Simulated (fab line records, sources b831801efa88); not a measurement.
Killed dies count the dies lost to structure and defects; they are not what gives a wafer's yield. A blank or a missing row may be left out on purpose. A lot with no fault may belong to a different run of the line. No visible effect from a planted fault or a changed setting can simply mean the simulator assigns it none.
Split-lot study + flow gf180mcu + 5 lots, 23 wafers read, on a route of 602 steps

== ABOUT THE SPLIT ==
At GF_MIM_SPUTTER_00 (material Ti, target thk 37.5 nm, time 150 s), the setting timeS was moved away from the recipe's 150 s on 5 of the 23 wafers read, by -11.6% to -8.3%. The other wafers ran this setting at the recipe's value.

The reading is taken at the split's own step.

== THE READING ==
Ti_of_MIM_SPUTTER_00.thkNm (the simulator's own value, which no gauge read), in nm, at GF_MIM_SPUTTER_00 (material Ti, target thk 37.5 nm, time 150 s). The file does not state a usual value for it. Average 37.50 nm, standard deviation 0.41 nm, over the 18 wafers here run with the recipe.

| wafer  | tool, chamber at the split | timeS as run, s | against the recipe | Ti_of_MIM_SPUTTER_00.thkNm, nm | against lot-mates on the recipe |
|--------|----------------------------|-----------------|--------------------|--------------------------------|---------------------------------|
| L080.1 | pvdSputter-03, -           | 150             | recipe             | 37.41                          | -                               |
| L080.2 | pvdSputter-03, -           | 150             | recipe             | 37.22                          | -                               |
| L080.3 | pvdSputter-03, -           | 150             | recipe             | 37.43                          | -                               |
| L080.5 | pvdSputter-03, -           | 150             | recipe             | 37.53                          | -                               |
| L080.6 | pvdSputter-03, -           | 150             | recipe             | 37.12                          | -                               |
| L082.1 | pvdSputter-01, -           | 132.6           | -11.6%             | 34.54                          | -3.08                           |
| L082.3 | pvdSputter-01, -           | 150             | recipe             | 37.76                          | -                               |
| L082.4 | pvdSputter-01, -           | 150             | recipe             | 37.66                          | -                               |
| L082.5 | pvdSputter-01, -           | 132.6           | -11.6%             | 33.99                          | -3.63                           |
| L082.6 | pvdSputter-01, -           | 150             | recipe             | 37.45                          | -                               |
| L083.2 | pvdSputter-02, -           | 150             | recipe             | 37.28                          | -                               |
| L083.3 | pvdSputter-02, -           | 150             | recipe             | 36.46                          | -                               |
| L083.4 | pvdSputter-02, -           | 137.5           | -8.3%              | 34.48                          | -2.39                           |
| L083.5 | pvdSputter-02, -           | 137.5           | -8.3%              | 33.75                          | -3.12                           |
| L083.6 | pvdSputter-02, -           | 137.5           | -8.3%              | 34.49                          | -2.38                           |
| L084.3 | pvdSputter-02, -           | 150             | recipe             | 38.05                          | -                               |
| L084.4 | pvdSputter-02, -           | 150             | recipe             | 37.22                          | -                               |
| L084.6 | pvdSputter-02, -           | 150             | recipe             | 37.9                           | -                               |
| L085.2 | pvdSputter-02, -           | 150             | recipe             | 37.17                          | -                               |
| L085.3 | pvdSputter-02, -           | 150             | recipe             | 38.02                          | -                               |
| L085.4 | pvdSputter-02, -           | 150             | recipe             | 37.23                          | -                               |
| L085.5 | pvdSputter-02, -           | 150             | recipe             | 38.15                          | -                               |
| L085.6 | pvdSputter-02, -           | 150             | recipe             | 37.87                          | -                               |

THE FIT
A straight line over all 23 wafers: Ti_of_MIM_SPUTTER_00.thkNm changes by +0.325 nm for each +1% of timeS; r = +0.94; the points scatter about the line by 0.49 nm.
The same after taking each lot's own level away (the mean of its wafers on the recipe; 23 wafers): +0.3 nm for each +1%; r = +0.97; scatter 0.33 nm.
On that fit, the largest move of timeS shifts the reading by 3.5 nm.
From 36.870 to 37.723 nm: that is the span of the lots' own levels, equal to 2.1 times the standard deviation above.
Hence the lot-to-lot level has little effect on the slope; both slopes agree.
Check: with one of the wafers moved furthest among these (-11.6%) left out of the fit, the line predicts -3.65 nm for it against its lot-mates. Against them it came out at -3.08 nm.

== THE OTHER SPLITS THESE WAFERS WENT THROUGH ==
Other splits were also applied to these wafers ahead of the reading. Each is held against what the fit with the lots' levels taken away leaves over:
| other split on the same wafers | wafers away from the commonest value | r with Ti_of_MIM_SPUTTER_00.thkNm (lot level and that fit taken away) |
|--------------------------------|--------------------------------------|-----------------------------------------------------------------------|
| GF_M4_METAL_ETCH_16 icpW       | 10                                   | -0.01                                                                 |
| GF_V4_CMP_04 leaveAboveRefNm   | 8                                    | +0.22                                                                 |
| GF_V4_DEVELOP_13 devTempC      | 2                                    | +0.47                                                                 |
| GF_V4_SPUTTER_21 timeS         | 7                                    | -0.12                                                                 |

== THE FILE'S OWN FIT ==
Ti_of_MIM_SPUTTER_00.thkNm changes by +0.299 nm for each +1% of timeS, r = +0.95.
